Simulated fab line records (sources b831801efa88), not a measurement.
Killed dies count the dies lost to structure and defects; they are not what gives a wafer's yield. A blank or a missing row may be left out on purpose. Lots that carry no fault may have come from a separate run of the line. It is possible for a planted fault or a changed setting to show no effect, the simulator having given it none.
fab line records	flow gf180mcu	part 1 of 2: steps 1 to 43 of 44
record lots=7	wafers=21	last-day=34
route steps=602 shown NWELL@50 LVPWELL@54 MVSD@66 MVPSD@78 VT_IMPLANT@90 PASSIVATION@602
lots that met no fault: taken from a fault-free run of the same line
start-h: start of the lot's first displayed wafer, in hours after the record's first day	wait-h: hours from the lot's prior step to this one	" as in the row above	L1.1+2: several wafers, shown together as one row	- no value, or no start given	* or withheld: withheld	< > ~ a bound
route shown NAME@n: a module of which the file shows steps, and the number in the route of the first	usual: mean/standard deviation taken from wafers without a fault	same: alike in all rows	chamber/n: place in a boat	sites: readings site by site	_std_site: their standard deviation	_edge_site: mean of outer sites minus mean of inner sites	radius-mm: how far each site lies from the wafer's centre	mask NAME#n: copy n	behind: the last tool/chamber to shape the wafer	hold: cause of the lot's hold/its duration in hours/its outcome	device: which transistor (n, p or np) failed to switch	end of line: tests run on the same wafers once the route is complete	a step given without rows: its recipe and nothing more	killed: dies that structure and defects cost at the first sort, which is not the same as the wafer's yield	map: a wafer's dies, x killed, . not, _ none there
set.NAME: the setting the step ran with; set.NAME@STEP: the setting that earlier step ran with	model.NAME: the simulator's own value behind a step, which no gauge read
certain route steps with their lots: each step a table, each wafer a row
services: when a tool's chamber went out of use (start-h, in hours from the record's first day, below 0 if earlier), for how many hours, and the reason
## steps
# step GF_NWELL_IMPLANT_08
# recipe species=P	energy-kev=450	dose-cm2=1.5e+13	tilt-deg=0
# step GF_NWELL_IMPLANT_09
# recipe species=P	energy-kev=160	dose-cm2=4e+12	tilt-deg=0
# step GF_NWELL_STRIP_10
# recipe chemistry=O2/N2	power-w=1400	pressure-mtorr=1500	platen-temp-c=250	o2-flow-sccm=3000	n2-flow-sccm=300	overash-fraction=0.5
# usual drypump-motor-current-A=6.0/0.43	heater-power-w=303/52	oes-product-au=0.722/0.0049	strip-time-to-endpoint-s=36.96/0.1
lot.wafer	tool	chamber	start-h	wait-h	drypump-motor-current-A	heater-power-w	oes-product-au	rf-hours-counter-h	strip-time-to-endpoint-s
L782.2	plasma-asher-01	0	54.96	0.1	6.4	239	0.718	44	36.86
L782.3	"	1	"	"	6.0	320	0.722	-	36.82
L782.5	"	1	"	"	6.0	333	0.722	-	36.75
L783.2	plasma-asher-02	0	60.92	0.1	5.4	307	0.722	44	36.92
L783.3	"	1	"	"	6.2	424	0.721	-	36.89
L783.4	"	0	"	"	5.4	311	0.725	-	36.93
L784.2	plasma-asher-02	1	67.06	0.1	6.2	403	0.726	45	37.01
L784.3	"	1	"	"	6.2	412	0.719	-	37.01
L784.6	"	1	"	"	6.2	419	0.720	-	37.04
L790.1	plasma-asher-01	1	98.82	0.1	6.0	329	0.728	49	36.86
L790.2	"	0	"	"	6.4	245	0.719	49	36.87
L790.3	"	0	"	"	6.4	240	0.724	-	37.00
L802.1	plasma-asher-02	1	167.81	0.1	6.3	411	0.715	57	36.94
L802.5	"	1	"	"	6.2	414	0.720	-	36.93
L802.6	"	0	"	"	5.4	305	0.722	-	36.89
L803.2	plasma-asher-02	1	172.06	0.1	6.3	416	0.724	57	36.91
L803.4	"	1	"	"	6.3	412	0.724	-	37.01
L803.5	"	0	"	"	5.4	315	0.720	-	37.01
L804.1	plasma-asher-02	0	176.81	0.1	5.4	308	0.727	58	36.86
L804.5	"	0	"	"	5.3	305	0.719	-	36.87
L804.6	"	1	"	"	6.3	430	0.723	-	36.85
# step GF_NWELL_TW_MEAS_11
# usual NWELL_TW=1558/10
lot.wafer	tool	chamber	start-h	wait-h	NWELL_TW
L782.2	film-metro-04	-	55.07	0.1	1560
L782.3	"	-	"	"	1558
L782.5	"	-	"	"	1552
L783.2	film-metro-04	-	61.03	0.1	1558
L783.3	"	-	"	"	1551
L783.4	"	-	"	"	1551
L784.2	film-metro-04	-	67.17	0.1	1561
L784.3	"	-	"	"	1555
L784.6	"	-	"	"	1557
L790.1	film-metro-01	-	98.92	0.1	1578
L790.2	"	-	"	"	1573
L790.3	"	-	"	"	1569
L802.1	film-metro-04	-	167.91	0.1	1546
L802.5	"	-	"	"	1554
L802.6	"	-	"	"	1548
L803.2	film-metro-04	-	172.20	0.1	1550
L803.4	"	-	"	"	1554
L803.5	"	-	"	"	1545
L804.1	film-metro-04	-	176.91	0.1	1549
L804.5	"	-	"	"	1551
L804.6	"	-	"	"	1552
# step GF_LVPWELL_DEHYDRATE_00
# recipe temp-c=200	time-s=60
# step GF_LVPWELL_HMDS_01
# recipe prime-time-s=60	prime-temp-c=120
# step GF_LVPWELL_COAT_02
# recipe spin-rpm=2000	resist-thk-nm=3000
# step GF_LVPWELL_SOFTBAKE_03
# recipe temp-c=110	time-s=withheld
# step GF_LVPWELL_EXPOSE_04
# recipe mask-id=LVPWELL	target-cd-nm=600	na=0.6	source-shape=conventional	sigma-outer=0.6	dose-mj=260
# step GF_LVPWELL_PEB_05
# recipe temp-c=115	time-s=withheld
# step GF_LVPWELL_DEVELOP_06
# recipe wall-angle-deg=90	develop-time-s=60	dev-temp-c=23
# step GF_LVPWELL_OVL_MEAS_07
# usual LVPWELL_OVL=0.1/1.2
lot.wafer	tool	chamber	start-h	wait-h	LVPWELL_OVL[nm]
L782.2	overlay-02	-	68.31	-	0.4
L782.3	"	-	"	"	0.4
L782.5	"	-	"	"	1.0
L783.2	overlay-02	-	74.05	-	0.2
L783.3	"	-	"	"	2.1
L783.4	"	-	"	"	-0.7
L784.2	overlay-02	-	79.93	-	0.1
L784.3	"	-	"	"	1.9
L784.6	"	-	"	"	0.8
L790.1	overlay-01	-	112.58	-	-0.9
L790.2	"	-	"	"	-1.4
L790.3	"	-	"	"	-0.8
L802.1	overlay-01	-	183.67	-	0.2
L802.5	"	-	"	"	-0.3
L802.6	"	-	"	"	-0.5
L803.2	overlay-01	-	187.88	-	0.4
L803.4	"	-	"	"	-0.1
L803.5	"	-	"	"	-1.0
L804.1	overlay-01	-	193.48	-	0.9
L804.5	"	-	"	"	1.7
L804.6	"	-	"	"	2.2
# step GF_LVPWELL_IMPLANT_08
# recipe species=B	energy-kev=170	dose-cm2=1.5e+13	tilt-deg=0
# usual dose-ions-cm2=1.5e+13/1.6e+10	implant-ion-amu=11/0
lot.wafer	tool	chamber	start-h	wait-h	dose-ions-cm2	implant-ion-amu	model.implant.rp-nm	model.implant.drp-nm
L782.2	implanter-04	0	68.36	0.0	1.4989e+13	11	470.3	102.4
L782.3	"	0	"	"	1.5002e+13	11	470.3	102.4
L782.5	"	0	"	"	1.4971e+13	11	470.3	102.4
L783.2	implanter-01	0	74.11	0.0	1.5004e+13	11	468.4	102.4
L783.3	"	0	"	"	1.4999e+13	11	468.4	102.4
L783.4	"	0	"	"	1.5002e+13	11	468.4	102.4
L784.2	implanter-01	0	79.99	0.0	1.4986e+13	11	461.1	102.4
L784.3	"	0	"	"	1.4978e+13	11	461.1	102.4
L784.6	"	0	"	"	1.499e+13	11	461.1	102.4
L790.1	implanter-04	0	112.62	0.0	1.4991e+13	11	487.9	102.4
L790.2	"	0	"	"	1.4988e+13	11	487.9	102.4
L790.3	"	0	"	"	1.4996e+13	11	487.9	102.4
L802.1	implanter-03	0	183.71	0.0	1.5006e+13	49	126.3	49.81
L802.5	"	0	"	"	1.5012e+13	49	126.3	49.81
L802.6	"	0	"	"	1.5027e+13	49	126.3	49.81
L803.2	implanter-04	0	187.94	0.0	1.4978e+13	49	121.8	49.81
L803.4	"	0	"	"	1.5004e+13	49	121.8	49.81
L803.5	"	0	"	"	1.4972e+13	49	121.8	49.81
L804.1	implanter-04	0	193.51	0.0	1.4998e+13	49	121.8	49.81
L804.5	"	0	"	"	1.4996e+13	49	121.8	49.81
L804.6	"	0	"	"	1.5004e+13	49	121.8	49.81
# step GF_LVPWELL_IMPLANT_09
# recipe species=B	energy-kev=60	dose-cm2=5e+12	tilt-deg=0
# step GF_LVPWELL_STRIP_10
# recipe chemistry=O2/N2	power-w=1400	pressure-mtorr=1500	platen-temp-c=250	o2-flow-sccm=3000	n2-flow-sccm=300	overash-fraction=0.5
# usual drypump-motor-current-A=5.9/0.37	heater-power-w=314/50	oes-product-au=0.723/0.0052	strip-time-to-endpoint-s=36.94/0.11
lot.wafer	tool	chamber	start-h	wait-h	drypump-motor-current-A	heater-power-w	oes-product-au	rf-hours-counter-h	strip-time-to-endpoint-s
L782.2	plasma-asher-03	0	68.64	0.1	5.7	302	0.723	30	36.98
L782.3	"	0	"	"	5.7	299	0.719	-	36.91
L782.5	"	1	"	"	4.9	330	0.716	-	36.99
L783.2	plasma-asher-04	1	74.38	0.1	6.1	388	0.730	28	37.05
L783.3	"	1	"	"	6.0	380	0.726	-	37.01
L783.4	"	0	"	"	5.9	273	0.726	-	37.03
L784.2	plasma-asher-04	0	80.26	0.1	6.0	275	0.724	28	36.90
L784.3	"	0	"	"	6.0	281	0.721	-	36.92
L784.6	"	1	"	"	6.0	379	0.723	-	37.00
L790.1	plasma-asher-01	1	112.92	0.1	6.0	320	0.731	50	37.02
L790.2	"	0	"	"	6.3	245	0.728	50	37.11
L790.3	"	0	"	"	6.4	250	0.722	-	37.08
L802.1	plasma-asher-01	1	184.01	0.1	6.0	325	0.719	58	36.88
L802.5	"	1	"	"	6.0	333	0.724	-	36.85
L802.6	"	0	"	"	6.4	242	0.722	-	36.84
L803.2	plasma-asher-03	1	188.21	0.1	4.8	327	0.711	3	36.78
L803.4	"	1	"	"	4.9	335	0.725	-	36.66
L803.5	"	1	"	"	4.9	326	0.725	-	36.71
L804.1	plasma-asher-04	1	193.81	0.1	6.1	385	0.725	41	36.94
L804.5	"	0	"	"	6.0	275	0.719	-	36.92
L804.6	"	1	"	"	6.1	389	0.727	-	36.89
# step GF_LVPWELL_TW_MEAS_11
# usual LVPWELL_TW=555/3.5
lot.wafer	tool	chamber	start-h	wait-h	LVPWELL_TW
L782.2	film-metro-04	-	68.75	0.1	555
L782.3	"	-	"	"	554
L782.5	"	-	"	"	553
L783.2	film-metro-03	-	74.49	0.1	549
L783.3	"	-	"	"	554
L783.4	"	-	"	"	551
L784.2	film-metro-03	-	80.37	0.1	551
L784.3	"	-	"	"	552
L784.6	"	-	"	"	552
L790.1	film-metro-03	-	113.02	0.1	553
L790.2	"	-	"	"	556
L790.3	"	-	"	"	556
L802.1	film-metro-01	-	184.11	0.1	1046
L802.5	"	-	"	"	1040
L802.6	"	-	"	"	1045
L803.2	film-metro-04	-	188.32	0.1	1029
L803.4	"	-	"	"	1029
L803.5	"	-	"	"	1027
L804.1	film-metro-04	-	193.91	0.1	1036
L804.5	"	-	"	"	1035
L804.6	"	-	"	"	1033
# step GF_MVSD_DEHYDRATE_00
# recipe temp-c=200	time-s=60
# step GF_MVSD_HMDS_01
# recipe prime-time-s=60	prime-temp-c=120
# step GF_MVSD_COAT_02
# recipe spin-rpm=2000	resist-thk-nm=3000
# step GF_MVSD_SOFTBAKE_03
# recipe temp-c=110	time-s=withheld
# step GF_MVSD_EXPOSE_04
# recipe mask-id=MVSD	target-cd-nm=1000	na=0.6	source-shape=conventional	sigma-outer=0.6	dose-mj=260
# step GF_MVSD_PEB_05
# recipe temp-c=115	time-s=withheld
# step GF_MVSD_DEVELOP_06
# recipe wall-angle-deg=90	develop-time-s=60	dev-temp-c=23
# step GF_MVSD_OVL_MEAS_07
# usual MVSD_OVL=-1.1/1.5
lot.wafer	tool	chamber	start-h	wait-h	MVSD_OVL[nm]
L782.2	overlay-02	-	81.20	-	-1.2
L782.3	"	-	"	"	-0.1
L782.5	"	-	"	"	-1.4
L783.2	overlay-02	-	87.95	-	-0.8
L783.3	"	-	"	"	-2.2
L783.4	"	-	"	"	-0.5
L784.2	overlay-02	-	93.89	-	-0.3
L784.3	"	-	"	"	-1.8
L784.6	"	-	"	"	-0.3
L790.1	overlay-01	-	127.63	-	-3.2
L790.2	"	-	"	"	-3.0
L790.3	"	-	"	"	-4.3
L802.1	overlay-01	-	200.67	-	-3.0
L802.5	"	-	"	"	-1.9
L802.6	"	-	"	"	-2.7
L803.2	overlay-01	-	204.40	-	0.6
L803.4	"	-	"	"	-0.6
L803.5	"	-	"	"	-0.6
L804.1	overlay-01	-	211.23	-	-0.1
L804.5	"	-	"	"	-0.6
L804.6	"	-	"	"	0.6
# step GF_MVSD_IMPLANT_08
# recipe species=P	energy-kev=400	dose-cm2=1.6e+13	tilt-deg=0
# step GF_MVSD_IMPLANT_09
# recipe species=P	energy-kev=100	dose-cm2=5e+12	tilt-deg=0
# step GF_MVSD_STRIP_10
# recipe chemistry=O2/N2	power-w=1400	pressure-mtorr=1500	platen-temp-c=250	o2-flow-sccm=3000	n2-flow-sccm=300	overash-fraction=0.5
# usual drypump-motor-current-A=6.0/0.31	heater-power-w=326/59	oes-product-au=0.723/0.0044	strip-time-to-endpoint-s=36.91/0.12
lot.wafer	tool	chamber	start-h	wait-h	drypump-motor-current-A	heater-power-w	oes-product-au	rf-hours-counter-h	strip-time-to-endpoint-s
L782.2	plasma-asher-04	0	81.53	0.1	6.0	277	0.727	29	36.79
L782.3	"	1	"	"	6.1	384	0.727	-	36.78
L782.5	"	0	"	"	6.0	277	0.720	-	36.84
L783.2	plasma-asher-04	0	88.28	0.1	6.0	277	0.718	29	37.03
L783.3	"	1	"	"	6.0	384	0.719	-	36.91
L783.4	"	0	"	"	6.0	275	0.723	-	36.92
L784.2	plasma-asher-02	1	94.22	0.1	6.3	411	0.721	47	37.06
L784.3	"	1	"	"	6.2	420	0.725	-	36.92
L784.6	"	0	"	"	5.3	307	0.721	-	36.89
L790.1	plasma-asher-01	1	127.96	0.1	6.0	321	0.722	52	37.01
L790.2	"	0	"	"	6.4	248	0.721	52	37.08
L790.3	"	0	"	"	6.4	247	0.720	-	37.01
L802.1	plasma-asher-02	1	201.01	0.1	6.2	418	0.729	61	36.68
L802.5	"	0	"	"	5.3	304	0.723	-	36.80
L802.6	"	1	"	"	6.3	410	0.723	-	36.79
L803.2	plasma-asher-01	1	204.73	0.1	6.0	330	0.723	60	36.90
L803.4	"	1	"	"	6.0	318	0.732	-	36.95
L803.5	"	0	"	"	6.4	252	0.718	-	36.86
L804.1	plasma-asher-04	0	211.56	0.1	6.0	272	0.726	43	36.65
L804.5	"	1	"	"	6.1	392	0.723	-	36.63
L804.6	"	0	"	"	6.0	275	0.729	-	36.74
# step GF_MVSD_TW_MEAS_11
# usual MVSD_TW=1568/13
lot.wafer	tool	chamber	start-h	wait-h	MVSD_TW
L782.2	film-metro-04	-	81.64	0.1	1548
L782.3	"	-	"	"	1555
L782.5	"	-	"	"	1552
L783.2	film-metro-01	-	88.39	0.1	1588
L783.3	"	-	"	"	1592
L783.4	"	-	"	"	1589
L784.2	film-metro-01	-	94.33	0.1	1584
L784.3	"	-	"	"	1582
L784.6	"	-	"	"	1587
L790.1	film-metro-03	-	128.06	0.1	1557
L790.2	"	-	"	"	1559
L790.3	"	-	"	"	1560
L802.1	film-metro-01	-	201.11	0.1	1588
L802.5	"	-	"	"	1593
L802.6	"	-	"	"	1588
L803.2	film-metro-01	-	204.84	0.1	1583
L803.4	"	-	"	"	1582
L803.5	"	-	"	"	1588
L804.1	film-metro-03	-	211.66	0.1	1559
L804.5	"	-	"	"	1563
L804.6	"	-	"	"	1558
# step GF_MVPSD_DEHYDRATE_00
# recipe temp-c=200	time-s=60
# step GF_MVPSD_HMDS_01
# recipe prime-time-s=60	prime-temp-c=120
# step GF_MVPSD_COAT_02
# recipe spin-rpm=2000	resist-thk-nm=3000
# step GF_MVPSD_SOFTBAKE_03
# recipe temp-c=110	time-s=withheld
# step GF_MVPSD_EXPOSE_04
# recipe mask-id=MVPSD	target-cd-nm=1000	na=0.6	source-shape=conventional	sigma-outer=0.6	dose-mj=260
# step GF_MVPSD_PEB_05
# recipe temp-c=115	time-s=withheld
# step GF_MVPSD_DEVELOP_06
# recipe wall-angle-deg=90	develop-time-s=60	dev-temp-c=23
# step GF_MVPSD_OVL_MEAS_07
# usual MVPSD_OVL=0.0/1.6
lot.wafer	tool	chamber	start-h	wait-h	MVPSD_OVL[nm]
L782.2	overlay-01	-	95.70	-	-1.2
L782.3	"	-	"	"	-1.3
L782.5	"	-	"	"	-1.8
L783.2	overlay-01	-	102.30	-	0.0
L783.3	"	-	"	"	0.3
L783.4	"	-	"	"	-1.2
L784.2	overlay-01	-	108.18	-	-0.7
L784.3	"	-	"	"	0.3
L784.6	"	-	"	"	-0.3
L790.1	overlay-02	-	143.18	-	1.3
L790.2	"	-	"	"	0.4
L790.3	"	-	"	"	0.9
L802.1	overlay-01	-	218.03	-	0.9
L802.5	"	-	"	"	2.7
L802.6	"	-	"	"	-0.2
L803.2	overlay-01	-	222.38	-	-2.0
L803.4	"	-	"	"	-2.5
L803.5	"	-	"	"	-1.5
L804.1	overlay-01	-	229.69	-	-1.1
L804.5	"	-	"	"	-1.9
L804.6	"	-	"	"	-0.5
# step GF_MVPSD_IMPLANT_08
# recipe species=B	energy-kev=170	dose-cm2=1.5e+13	tilt-deg=0
# step GF_MVPSD_IMPLANT_09
# recipe species=B	energy-kev=40	dose-cm2=5e+12	tilt-deg=0
# step GF_MVPSD_STRIP_10
# recipe chemistry=O2/N2	power-w=1400	pressure-mtorr=1500	platen-temp-c=250	o2-flow-sccm=3000	n2-flow-sccm=300	overash-fraction=0.5
# usual drypump-motor-current-A=5.7/0.46	heater-power-w=339/50	oes-product-au=0.722/0.0049	strip-time-to-endpoint-s=36.95/0.11
lot.wafer	tool	chamber	start-h	wait-h	drypump-motor-current-A	heater-power-w	oes-product-au	rf-hours-counter-h	strip-time-to-endpoint-s
L782.2	plasma-asher-04	0	96.03	0.1	6.0	266	0.719	30	36.85
L782.3	"	1	"	"	6.1	393	0.723	-	36.92
L782.5	"	0	"	"	5.9	279	0.717	-	36.96
L783.2	plasma-asher-03	0	102.63	0.1	5.7	303	0.719	34	36.95
L783.3	"	1	"	"	4.9	322	0.725	-	37.07
L783.4	"	0	"	"	5.7	300	0.717	-	36.87
L784.2	plasma-asher-02	1	108.51	0.1	6.3	406	0.723	49	36.85
L784.3	"	1	"	"	6.2	416	0.721	-	36.91
L784.6	"	0	"	"	5.3	302	0.724	-	36.86
L790.1	plasma-asher-04	0	143.52	0.1	6.0	275	0.727	35	37.10
L790.2	"	1	"	"	6.1	388	0.731	35	37.12
L790.3	"	0	"	"	5.9	283	0.719	-	37.09
L802.1	plasma-asher-04	0	218.36	0.1	6.0	273	0.731	44	36.95
L802.5	"	0	"	"	5.9	276	0.724	-	36.99
L802.6	"	1	"	"	6.0	397	0.722	-	36.82
L803.2	plasma-asher-03	1	222.71	0.1	4.8	328	0.724	7	36.99
L803.4	"	0	"	"	5.7	305	0.719	-	37.06
L803.5	"	0	"	"	5.7	303	0.733	-	37.02
L804.1	plasma-asher-04	0	230.03	0.1	6.0	278	0.731	45	36.83
L804.5	"	0	"	"	6.0	277	0.723	-	36.85
L804.6	"	1	"	"	6.0	393	0.730	-	37.00
# step GF_MVPSD_TW_MEAS_11
# usual MVPSD_TW=551/4.3
lot.wafer	tool	chamber	start-h	wait-h	MVPSD_TW
L782.2	film-metro-01	-	96.14	0.1	551
L782.3	"	-	"	"	546
L782.5	"	-	"	"	553
L783.2	film-metro-01	-	102.74	0.1	555
L783.3	"	-	"	"	550
L783.4	"	-	"	"	550
L784.2	film-metro-01	-	108.62	0.1	552
L784.3	"	-	"	"	552
L784.6	"	-	"	"	551
L790.1	film-metro-01	-	143.62	0.1	555
L790.2	"	-	"	"	555
L790.3	"	-	"	"	556
L802.1	film-metro-04	-	218.46	0.1	546
L802.5	"	-	"	"	545
L802.6	"	-	"	"	545
L803.2	film-metro-03	-	222.82	0.1	547
L803.4	"	-	"	"	546
L803.5	"	-	"	"	549
L804.1	film-metro-03	-	230.13	0.1	551
L804.5	"	-	"	"	548
L804.6	"	-	"	"	548
# step GF_VT_IMPLANT_DEHYDRATE_00
# recipe temp-c=200	time-s=60
# step GF_VT_IMPLANT_HMDS_01
# recipe prime-time-s=60	prime-temp-c=120
# step GF_VT_IMPLANT_RS_MEAS_48
# recipe thk-meas-gauge=four-point-probe
# usual LVPWELL_RS=1196.2/2.6
lot.wafer	tool	chamber	start-h	wait-h	LVPWELL_RS[ohm/sq]
L782.2	film-metro-04	-	156.14	0.1	1194.7
L782.3	"	-	"	"	1196.0
L782.5	"	-	"	"	1195.3
L783.2	film-metro-03	-	165.08	0.1	1192.2
L783.3	"	-	"	"	1192.6
L783.4	"	-	"	"	1191.5
L784.2	film-metro-01	-	170.64	0.1	1195.3
L784.3	"	-	"	"	1197.1
L784.6	"	-	"	"	1197.2
L790.1	film-metro-04	-	210.26	0.1	1192.4
L790.2	"	-	"	"	1195.3
L790.3	"	-	"	"	1191.5
L802.1	film-metro-03	-	293.86	0.1	1509.5
L802.5	"	-	"	"	1513.0
L802.6	"	-	"	"	1512.3
L803.2	film-metro-04	-	299.73	0.1	1510.2
L803.4	"	-	"	"	1511.8
L803.5	"	-	"	"	1511.2
L804.1	film-metro-01	-	307.21	0.1	1510.5
L804.5	"	-	"	"	1506.7
L804.6	"	-	"	"	1509.1
## key
first-sign step=GF_LVPWELL_IMPLANT_08	reading=implant-ion-amu	direction=up	sigmas=99+	usual=11	struck=49
effect step=GF_LVPWELL_TW_MEAS_11	reading=LVPWELL_TW	direction=up	sigmas=99+	usual=555	struck=1036
effect step=GF_VT_IMPLANT_RS_MEAS_48	reading=LVPWELL_RS	direction=up	sigmas=99+	usual=1196.2	struck=1510.5
model-effect step=GF_LVPWELL_IMPLANT_08	value=implant.rp-nm	without=479.9	struck=123.3
model-effect step=GF_PASSIVATION_PROBE_99	value=etest.nldd_6p0.line-ohm-um	without=4620	struck=6949
met-at GF_LVPWELL_IMPLANT_08
struck-wafers L802.1,L802.5,L802.6,L803.2,L803.4,L803.5,L804.1,L804.5,L804.6
tester-left-out L802,L803,L804
onset-between 112.62 183.71
fault kind=wrong-recipe-download	tool=implanter-01,implanter-03,implanter-04	chamber=-	onset-h=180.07	steps=GF_LVPWELL_IMPLANT_08	wrong-recipe.not-listed=1
# tester-left-out: of these lots the tester's yield and bins aren't shown, on N5 and GAA mostly nor the transistor test; their killed dies are dies lost to structure and defects alone, not to doping, threshold or leakage, so they don't give the yield
